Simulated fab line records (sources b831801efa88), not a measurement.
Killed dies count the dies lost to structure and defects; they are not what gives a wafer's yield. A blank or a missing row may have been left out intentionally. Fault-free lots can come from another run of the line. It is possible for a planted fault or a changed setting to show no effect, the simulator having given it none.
One fault seen from 2 desks || flow gf180mcu || numbers are kept per desk, each desk with only its own; the story behind them comes last

## TOOL OWNER'S DESK, implanter-02
The tool's own readings at GF_NWELL_IMPLANT_08: means of the sampled wafers that have a number, for each lot that ran on this tool. Any lot whose mean is over 4 standard deviations away from the usual mean is out of limits and marked OUT; that distance is given in the brackets.
Columns: A = beam-energy-keV at GF_NWELL_IMPLANT_08, usual 449.98
{"lot": "L343", "first seen here": "day 3 11:54", "A": 449.96}
{"lot": "L344", "first seen here": "day 3 19:39", "A": 450.06}
{"lot": "L345", "first seen here": "day 3 23:43", "A": 449.83}
{"lot": "L354", "first seen here": "day 6 09:55", "A": 449.90}
{"lot": "L356", "first seen here": "day 6 18:54", "A": "412.96 (-99 or more) OUT"}
{"lot": "L357", "first seen here": "day 6 19:35", "A": "413.15 (-99 or more) OUT"}
Finding of this desk: L356, L357 out of limits; the first was L356 at day 6 18:54, on beam-energy-keV at GF_NWELL_IMPLANT_08. L343, L344, L345, L354 stayed within limits.

## FROM THE METROLOGY DESK
Means of the sampled wafers that have a number, per lot and without regard to the tool the lot ran on: this is what the gauges read. Any lot whose mean is over 4 standard deviations away from the usual mean is out of limits and marked OUT; that distance is given in the brackets.
Columns: A = VT_IMPLANT_01_OVL at GF_VT_IMPLANT_OVL_MEAS_18, usual 0.7 nm; B = VT_IMPLANT_03_OVL at GF_VT_IMPLANT_OVL_MEAS_40, usual -0.6 nm; C = VT_IMPLANT_4_TW at GF_VT_IMPLANT_TW_MEAS_43, usual 690; D = NWELL_RS at GF_VT_IMPLANT_RS_MEAS_47, usual 488.7 ohm/sq
{"lot": "L342", "first seen here": "day 6 08:56", "A": 1.7, "B": -2.1, "C": 693, "D": 487.8}
{"lot": "L343", "first seen here": "day 6 09:32", "A": 0.2, "B": -2.0, "C": 690, "D": 488.9}
{"lot": "L344", "first seen here": "day 6 19:34", "A": 3.2, "B": -0.8, "C": 696, "D": 489.3}
{"lot": "L345", "first seen here": "day 6 23:47", "A": -0.1, "B": -1.2, "C": 690, "D": 489.0}
{"lot": "L346", "first seen here": "day 7 10:09", "A": 1.1, "B": -2.3, "C": 691, "D": 488.1}
{"lot": "L347", "first seen here": "day 7 13:25", "A": -0.3, "B": 1.0, "C": 683, "D": 488.8}
{"lot": "L350", "first seen here": "day 8 07:17", "A": 0.2, "B": -1.2, "C": 687, "D": 490.0}
{"lot": "L354", "first seen here": "day 9 21:41", "A": 0.9, "B": 0.2, "C": 697, "D": 489.3}
{"lot": "L356", "first seen here": "day 10 07:11", "A": 0.6, "B": -2.7, "C": 686, "D": "494.6 (+4.5) OUT"}
{"lot": "L357", "first seen here": "day 10 07:28", "A": -3.3, "B": -0.7, "C": 688, "D": "497.4 (+6.7) OUT"}
{"lot": "L359", "first seen here": "day 10 21:50", "A": 0.4, "B": -1.1, "C": 695, "D": 489.3}
{"lot": "L361", "first seen here": "day 11 07:17", "A": -1.3, "B": -0.3, "C": 692, "D": 489.3}
{"lot": "L362", "first seen here": "day 11 12:58", "A": 0.7, "B": -0.7, "C": 697, "D": 489.0}
{"lot": "L364", "first seen here": "day 12 00:32", "A": 1.9, "B": -1.6, "C": 681, "D": 489.5}
This desk's finding: out of limits on L356, L357; first on L356, day 11 21:52 (NWELL_RS at GF_VT_IMPLANT_RS_MEAS_47). L342, L343, L344, L345, L346, L347, L350, L354, L359, L361, L362, L364 stayed within limits.

## PUT TOGETHER
The tool owner's desk had the chance to raise an alarm at day 6 18:54 on L356, L357.
L356, L357 would have let the metrology desk raise an alarm at day 11 21:52.
All the named lots went through GF_NWELL_IMPLANT_08 on implanter-02.

## WHAT WAS PUT IN BY THE SIMULATOR
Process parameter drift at GF_NWELL_IMPLANT_08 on implanter-02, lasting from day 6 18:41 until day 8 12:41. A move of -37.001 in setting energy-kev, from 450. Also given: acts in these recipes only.
Shown lots that were struck: L356, L357.
Fault start to first reading out of limits, in hours, per desk: tool owner, 0; metrology, 123.
